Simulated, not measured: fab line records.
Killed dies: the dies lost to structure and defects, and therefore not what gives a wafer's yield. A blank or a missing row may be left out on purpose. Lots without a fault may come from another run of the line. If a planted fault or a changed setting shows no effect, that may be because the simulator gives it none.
A lot that was struck, set against a sound lot | flow sky130 | 27 out of 708 route steps
Sound: wafers L185.1, L185.3, L185.4. Struck: wafers L193.3, L193.5, L193.6. The cause is named last.
At each step with rows: each side's tool, then ch and its chambers, then its first start. Under that, the readings that differ: sound wafers | struck wafers | difference of the means | sigmas: that difference in standard deviations of wafers without a fault.
alike: words and numbers the same on both sides, and readings whose means are apart by under 2 such deviations; not compared: readings that were withheld, readings missing a value for some wafer, numbers with overlapping values and no deviation given by the record, and bounds like >300 which may hide the same value.
Wherever a step has rows on one side only, a row that says differs or no value, or a row with sigmas, the two part there. Numbers that don't overlap but have no deviation are shown without sigmas and don't part them. A reading missing from all wafers of one side parts the sides only when that side holds two or more wafers.

first, 3 steps without rows for these wafers: SKY_LDD_N_EXPOSE_04 (exposes mask NTM, target cd 840 nm); SKY_LDD_N_PEB_05; SKY_LDD_N_DEVELOP_06 (develop time 60 s).
SKY_LDD_N_OVL_MEAS_07:
  sound: overlay-01 at day 21 05:52; struck: overlay-02 at day 23 23:11
  alike: LDD_N_OVL
then, 8 steps without rows for these wafers: SKY_LDD_N_IMPLANT_08; SKY_LDD_N_IMPLANT_09; SKY_LDD_N_IMPLANT_10; SKY_LDD_N_IMPLANT_11; SKY_LDD_N_IMPLANT_12; SKY_LDD_N_IMPLANT_13; SKY_LDD_N_IMPLANT_14; SKY_LDD_N_IMPLANT_15.
SKY_LDD_N_STRIP_16: strips in O2/N2.
  sound on plasma-asher-04 ch 0,1, day 21 07:06; struck on plasma-asher-04 ch 0,1, day 24 00:26
  no value came back on the struck wafers for any of 6 readings (chamber-pressure-mTorr (mTorr), drypump-motor-current-A (A) and others); on the sound wafers chamber-pressure-mTorr (mTorr) reads 1502.2 1499.5 1501.7
  reading                                    | sound | struck            | difference | sigmas
  model.NOVOLAK_of_LDD_N_COAT_02.thk-nm (nm) | 0 0 0 | 299.9 299.4 299.8 | +299.7     |
  not compared: rf-hours-counter-h
SKY_LDD_N_TW_MEAS_17:
  sound: film-metro-01 at day 21 07:12; struck: film-metro-02 at day 24 00:31
  alike: LDD_N_TW
then, 7 steps without rows for these wafers: SKY_LDD_P_DEHYDRATE_00 (time 60 s); SKY_LDD_P_HMDS_01 (prime time 60 s); SKY_LDD_P_COAT_02 (resist thk 1140 nm); SKY_LDD_P_SOFTBAKE_03 (time 60 s); SKY_LDD_P_EXPOSE_04 (exposes mask PSDM, target cd 380 nm); SKY_LDD_P_PEB_05; SKY_LDD_P_DEVELOP_06 (develop time 60 s).
SKY_LDD_P_CD_MEAS_07 targets a cd of 380 nm.
  sound: cd-sem-01 at day 22 14:19; struck: cd-sem-02 at day 25 06:18
  alike: cd-nm
SKY_LDD_P_OVL_MEAS_08:
  sound: overlay-02 at day 22 14:26; struck: overlay-01 at day 25 06:24
  alike: LDD_P_OVL
then, 1 step without rows for these wafers: SKY_LDD_P_IMPLANT_09.
SKY_LDD_P_STRIP_10: strips in O2/N2.
  sound on plasma-asher-01 ch 0,1, day 22 14:37; struck on plasma-asher-01 ch 0,1, day 25 06:36
  reading                      | sound             | struck            | difference | sigmas
  strip-time-to-endpoint-s (s) | 14.16 14.17 14.14 | 18.81 18.76 18.71 | +4.60      | +99 or more
  alike: chamber-pressure-mTorr, drypump-motor-current-A, n2-flow-sccm, o2-flow-sccm, oes-product-au
  not compared: rf-hours-counter-h
SKY_LDD_P_TW_MEAS_11:
  sound: film-metro-04 at day 22 14:43; struck: film-metro-04 at day 25 06:55
  reading  | sound       | struck   | difference | sigmas
  LDD_P_TW | 632 633 636 | 30 30 30 | -604       | -96
  not compared: hold
SKY_PAD_OPEN_PROBE_99:
  rows exist in the record for the sound wafers here (prober-01, day 48 04:23), none for the struck ones

WHERE THEY PART
First at SKY_LDD_N_STRIP_16; last, within this record, at SKY_PAD_OPEN_PROBE_99.

WHY: the cause the simulator had injected
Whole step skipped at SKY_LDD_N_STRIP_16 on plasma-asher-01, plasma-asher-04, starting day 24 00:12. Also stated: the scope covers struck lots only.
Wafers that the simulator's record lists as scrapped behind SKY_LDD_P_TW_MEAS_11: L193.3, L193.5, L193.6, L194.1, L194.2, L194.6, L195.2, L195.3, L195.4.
